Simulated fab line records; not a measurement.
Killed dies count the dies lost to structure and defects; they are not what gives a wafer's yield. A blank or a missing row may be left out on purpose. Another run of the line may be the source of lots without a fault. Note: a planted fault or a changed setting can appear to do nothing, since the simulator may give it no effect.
Split-lot trial	flow gf180mcu	on a route of 602 steps: 5 lots, 23 wafers read

ON THE SPLIT
At GF_V4_CMP_04 (polishes SiO2), the setting leave_above_ref_nm was moved away from the recipe's 632.5 nm on 8 of the 23 wafers read, by -7.4% to +5.6%. For the rest of the wafers, this setting stayed at what the recipe calls for.

The reading comes from the split's own step.

THE READING
SiO2_of_V4_CVD_02.thk_nm (the simulator's own value, which no gauge read), in nm, at GF_V4_CMP_04 (polishes SiO2). There is no usual value for it anywhere in the file. Average 632.1 nm, standard deviation 0.64 nm, over the 15 wafers here run with the recipe.

wafer	tool, chamber at the split	leave_above_ref_nm as run, nm	against the recipe	SiO2_of_V4_CVD_02.thk_nm, nm	against lot-mates on the recipe
L076.3	cmp-02, 0	632.5	recipe	632.6	-
L076.4	cmp-02, 1	632.5	recipe	633.3	-
L076.2	cmp-02, 2	632.5	recipe	631.4	-
L077.4	cmp-01, 2	632.5	recipe	632.4	-
L077.2	cmp-01, 3	667.7	+5.6%	668.1	+35.8
L077.1	cmp-01, 0	632.5	recipe	632.3	-
L077.3	cmp-01, 1	667.7	+5.6%	667.4	+35.1
L077.5	cmp-01, 2	667.7	+5.6%	668.2	+35.9
L080.4	cmp-01, 1	585.9	-7.4%	584.6	-47.4
L080.2	cmp-01, 2	585.9	-7.4%	584.7	-47.3
L080.3	cmp-01, 3	632.5	recipe	631.4	-
L080.1	cmp-01, 0	585.9	-7.4%	585.5	-46.5
L080.6	cmp-01, 2	632.5	recipe	632.7	-
L082.1	cmp-01, 3	632.5	recipe	631.3	-
L082.4	cmp-01, 0	661	+4.5%	660.2	+28.6
L082.2	cmp-01, 1	661	+4.5%	659.2	+27.6
L082.3	cmp-01, 2	632.5	recipe	632.1	-
L082.6	cmp-01, 3	632.5	recipe	631.5	-
L083.4	cmp-01, 3	632.5	recipe	631.4	-
L083.3	cmp-01, 0	632.5	recipe	631.4	-
L083.2	cmp-01, 2	632.5	recipe	632	-
L083.6	cmp-01, 3	632.5	recipe	632.3	-
L083.5	cmp-01, 0	632.5	recipe	633.1	-

FIT RESULTS
A straight line over all 23 wafers: SiO2_of_V4_CVD_02.thk_nm changes by +6.37 nm for each +1% of leave_above_ref_nm; r = +1.00; the points scatter about the line by 0.7 nm.
The same after taking each lot's own level away (the mean of its wafers on the recipe; 23 wafers): +6.37 nm for each +1%; r = +1.00; scatter 0.59 nm.
Per that fit: largest leave_above_ref_nm move, reading shift of 47 nm.
Measured against the standard deviation above, the lots' own levels, which go from 631.63 to 632.43 nm, span 1.2 times it.
The two slopes agree, so the slope changes little with the lot-to-lot level.
Check: -46.9 nm against its lot-mates is what the line predicts for one of the wafers moved furthest among these (-7.4%) when that wafer is left out of the fit. It came out at -47.4 nm against them.
Tool readings at the split's step, against how far the setting was moved: time_to_endpoint_s r = -0.88.

FURTHER SPLITS ON THESE WAFERS
Before the reading, these wafers also passed through other splits. Each is held against what the fit with the lots' levels taken away leaves over:
other split on the same wafers	wafers away from the commonest value	r with SiO2_of_V4_CVD_02.thk_nm (lot level and that fit taken away)
GF_V2_PEB_12 peb_time_s	10	+0.14
GF_V2_ETCH_17 source_w	9	-0.06
GF_M3_SPUTTER_04 time_s	6	-0.16
GF_M3_EXPOSE_11 dose_mj	7	+0.11
GF_M3_DEVELOP_13 develop_time_s	11	+0.02
GF_V3_CVD_02 time_s	10	+0.25
GF_V3_EXPOSE_11 dose_mj	9	+0.25
GF_M4_SPUTTER_00 power_w	5	-0.06
GF_M4_METAL_ETCH_16 icp_w	8	+0.21

THE WHOLE CHAIN: every reading that the file lists as answering this split, in the file's order
step	what it does	reading	change (the file's fit)	r (the file's)
GF_V4_CMP_04	polishes SiO2	time_to_endpoint_s	withheld for each +1% of the setting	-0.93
GF_V4_CMP_04	polishes SiO2	SiO2_of_V4_CVD_02.thk_nm (the simulator's own value, which no gauge read)	+6.36 nm for each +1% of the setting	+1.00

FILE'S OWN FIT
SiO2_of_V4_CVD_02.thk_nm changes by +6.36 nm for each +1% of leave_above_ref_nm, r = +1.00.
